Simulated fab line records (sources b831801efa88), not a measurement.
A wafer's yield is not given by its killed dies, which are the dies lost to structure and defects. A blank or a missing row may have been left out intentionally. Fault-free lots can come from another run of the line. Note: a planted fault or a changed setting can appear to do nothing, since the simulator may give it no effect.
Lot-split experiment | flow sky130 | 23 wafers read from 5 lots, route of 708 steps

== ABOUT THE SPLIT ==
At SKY_SD_N_IMPLANT_09, the setting energy-kev was moved away from the recipe's 50 on 10 of the 23 wafers read, by +2.2% to +3.6%. All remaining wafers had this setting at the recipe value.

== FROM THE SPLIT TO THE READING: what the file shows between them, 5 steps ==
- SKY_SD_N_IMPLANT_10
- SKY_SD_N_STRIP_11: strips in O2/N2
- SKY_SD_N_TW_MEAS_12
- SKY_SD_N_CLEAN_13: cleans in SC1/SC2, time 150 s
- SKY_SD_N_RTA_14: time 2 s

== THE READING ==
SD_N_RS (ohm/sq), read at SKY_SD_N_RS_MEAS_16 with a four-point probe. On this fab line, fault-free wafers typically give 68.50 ohm/sq with a standard deviation of 0.1 ohm/sq.

wafer  | tool, chamber at the split | energy-kev as run | against the recipe | SD_N_RS, ohm/sq | against lot-mates on the recipe
L074.1 | implanter-02, 0            | 51.62             | +3.2%              | 67.45           | -0.95
L074.3 | implanter-02, 0            | 51.62             | +3.2%              | 67.22           | -1.18
L074.4 | implanter-02, 0            | 50                | recipe             | 68.44           | -
L074.5 | implanter-02, 0            | 50                | recipe             | 68.36           | -
L074.6 | implanter-02, 0            | 51.62             | +3.2%              | 67.36           | -1.04
L075.1 | implanter-04, 0            | 50                | recipe             | 68.40           | -
L075.3 | implanter-04, 0            | 50                | recipe             | 68.48           | -
L075.4 | implanter-04, 0            | 50                | recipe             | 68.34           | -
L075.5 | implanter-04, 0            | 51.8              | +3.6%              | 67.02           | -1.39
L075.6 | implanter-04, 0            | 51.8              | +3.6%              | 67.26           | -1.15
L078.2 | implanter-04, 0            | 51.09             | +2.2%              | 67.63           | -0.75
L078.3 | implanter-04, 0            | 50                | recipe             | 68.41           | -
L078.4 | implanter-04, 0            | 51.09             | +2.2%              | 67.75           | -0.63
L078.5 | implanter-04, 0            | 51.09             | +2.2%              | 67.84           | -0.54
L078.6 | implanter-04, 0            | 50                | recipe             | 68.35           | -
L079.1 | implanter-03, 0            | 50                | recipe             | 68.41           | -
L079.2 | implanter-03, 0            | 50                | recipe             | 68.33           | -
L079.3 | implanter-03, 0            | 50                | recipe             | 68.52           | -
L081.2 | implanter-02, 0            | 51.36             | +2.7%              | 67.63           | -0.99
L081.3 | implanter-02, 0            | 50                | recipe             | 68.67           | -
L081.4 | implanter-02, 0            | 51.36             | +2.7%              | 67.61           | -1.01
L081.5 | implanter-02, 0            | 50                | recipe             | 68.64           | -
L081.6 | implanter-02, 0            | 50                | recipe             | 68.56           | -

THE FIT
A straight line over all 23 wafers: SD_N_RS changes by -0.343 ohm/sq for each +1% of energy-kev; r = -0.98; the points scatter about the line by 0.11 ohm/sq.
The same after taking each lot's own level away (the mean of its wafers on the recipe; 23 wafers): -0.338 ohm/sq for each +1%; r = -0.99; scatter 0.09 ohm/sq.
According to that fit, moving energy-kev by its largest amount changes the reading by 1.2 ohm/sq.
Across the lots, their own levels run from 68.380 to 68.623 ohm/sq, a range of 2.4 times the standard deviation given above.
So the lot-to-lot level changes the slope little: the two slopes agree.
Check: -1.18 ohm/sq against its lot-mates is what the line predicts for one of the wafers moved furthest among these (+3.6%) when that wafer is left out of the fit. Against them it came out at -1.39 ohm/sq.

== THE WHOLE CHAIN: every reading that the file lists as answering this split, in the file's order ==
step                | what it does                 | reading                                                         | change (the file's fit)               | r (the file's)
SKY_SD_N_IMPLANT_09 |                              | implant.rp-nm (the simulator's own value, which no gauge read)  | +0.261 nm for each +1% of the setting | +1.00
SKY_SD_N_IMPLANT_09 |                              | implant.drp-nm (the simulator's own value, which no gauge read) | +0.106 nm for each +1% of the setting | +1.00
SKY_SD_N_STRIP_11   | strips in O2/N2              | strip-time-to-endpoint-s                                        | withheld for each +1% of the setting  | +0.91
SKY_SD_N_TW_MEAS_12 |                              | SD_N_TW                                                         | +14.4 for each +1% of the setting     | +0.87
SKY_SD_N_RS_MEAS_16 | measures by four-point-probe | SD_N_RS                                                         | -0.34 for each +1% of the setting     | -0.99

== FILE'S OWN FIT ==
SD_N_RS changes by -0.34 ohm/sq for each +1% of energy-kev, r = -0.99.
